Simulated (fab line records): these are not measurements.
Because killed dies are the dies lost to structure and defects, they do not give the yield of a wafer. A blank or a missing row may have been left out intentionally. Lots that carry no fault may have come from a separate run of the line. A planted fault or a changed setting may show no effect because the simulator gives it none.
Comparing a struck lot with a sound one -- flow sky130 -- 15 steps out of a route of 708
Sound: these wafers, L311.1, L311.3, L311.4. Wafers L317.1, L317.3, L317.4 were the ones struck. At the end, the cause is stated.
Each step with rows lists, per side, the tool, then ch with its chambers, then its first start. Under that, the readings that differ: sound wafers -- struck wafers -- difference of the means -- sigmas: that difference in standard deviations of wafers without a fault.
alike: readings with means less than 2 such deviations apart, plus words and numbers identical on both sides. not compared: withheld readings, readings lacking a value on some wafer, bounds such as >300 that could conceal the same value, and numbers that have no deviation in the record and whose values overlap.
Wherever a step has rows on one side only, a row that says differs or no value, or a row with sigmas, the two part there. Numbers that don't overlap but have no deviation are shown without sigmas and don't part them. Lack of a reading on every wafer of one side parts them only where that side has two or more wafers.

first, 6 steps without rows for these wafers: SKY_METAL3_COAT_07 (resist thk 60 nm); SKY_METAL3_COAT_08 (resist thk 1140 nm); SKY_METAL3_SOFTBAKE_09 (time 90 s); SKY_METAL3_EXPOSE_10 (exposes mask MM3, target cd 300 nm); SKY_METAL3_PEB_11; SKY_METAL3_DEVELOP_12 (develop time 60 s).
SKY_METAL3_CD_MEAS_13: target cd 300 nm.
  sound: cd_sem-01 at day 38 12:16; struck: cd_sem-01 at day 41 00:25
reading,sound,struck,difference,sigmas
cd_nm (nm),301.2 301.3 302.1,298.7 298.9 299.8,-2.4,-2
SKY_METAL3_OVL_MEAS_14:
  sound: overlay-02 at day 38 12:23; struck: overlay-02 at day 41 00:32
  alike: METAL3_OVL
SKY_METAL3_DESCUM_15: chemistry O2, time 8 s.
  sound on rie_metal-02 ch 0,1, day 38 12:25; struck on rie_metal-03 ch 0,1, day 41 00:34
  alike: chamber_pressure_mTorr, drypump_motor_current_A, oes_product_au
  not compared: rf_hours_counter_h
SKY_METAL3_ETCH_16: etches BARC in N2/H2, stops on SiO2, time 88.2 s, target depth 60 nm.
  sound on rie_metal-02 ch 0,1, day 38 12:27; struck on rie_metal-03 ch 0,1, day 41 00:36
  alike: chamber_pressure_mTorr, drypump_motor_current_A, oes_product_au, throttle_valve_pct
  not compared: rf_hours_counter_h
SKY_METAL3_ETCH_17: etches SiO2 in C4F8/O2/Ar, stops on TiN, time 3.9 s, target depth 15 nm.
  sound on rie_diel-01 ch 0,2,3, day 38 12:33; struck on rie_diel-03 ch 1,2,3, day 41 00:42
  alike: chamber_pressure_mTorr, oes_product_au
SKY_METAL3_METAL_ETCH_18: etches the open film in Cl2/BCl3, stops on SiO2, target depth 845 nm, time 183.1 s.
  sound on rie_metal-01 ch 0,1, day 38 12:34; struck on rie_metal-02 ch 0,1, day 41 00:43
  alike: bcl3_flow_sccm, chamber_pressure_mTorr, drypump_motor_current_A, oes_product_au, throttle_valve_pct
  not compared: rf_hours_counter_h
SKY_METAL3_STRIP_19: strips in O2/N2.
  sound on plasma_asher-02 ch 0,1, day 38 12:44; struck on plasma_asher-03 ch 0,1, day 41 00:53
  no value came back on the struck wafers for chamber_pressure_mTorr (mTorr), drypump_motor_current_A (A), oes_product_au (a.u.), strip_time_to_endpoint_s (s); on the sound wafers chamber_pressure_mTorr (mTorr) reads 1496.9 1499.8 1499.1
reading,sound,struck,difference,sigmas
model.KrF-thick_of_METAL3_COAT_08.thk_nm (nm),0 0 0,499.8 516.2 497.2,+504.4,
  not compared: rf_hours_counter_h
then, 1 step without rows for these wafers: SKY_METAL3_STRIP_20 (strips in post etch residue remover, time 1200 s).
-- the record jumps here: 7 days lie between the struck wafers' starts before and after (it left off in module METAL3 and takes up again in module PAD_OPEN, whose first step shown is number 708 of the route) --
SKY_PAD_OPEN_PROBE_99:
  only the struck wafers here have rows in the record (prober-01, day 47 20:51); the sound ones have none

== WHERE THEY PART ==
At SKY_METAL3_CD_MEAS_13 first; at SKY_PAD_OPEN_PROBE_99 last (within this record only).

WHY: what the simulator had put in
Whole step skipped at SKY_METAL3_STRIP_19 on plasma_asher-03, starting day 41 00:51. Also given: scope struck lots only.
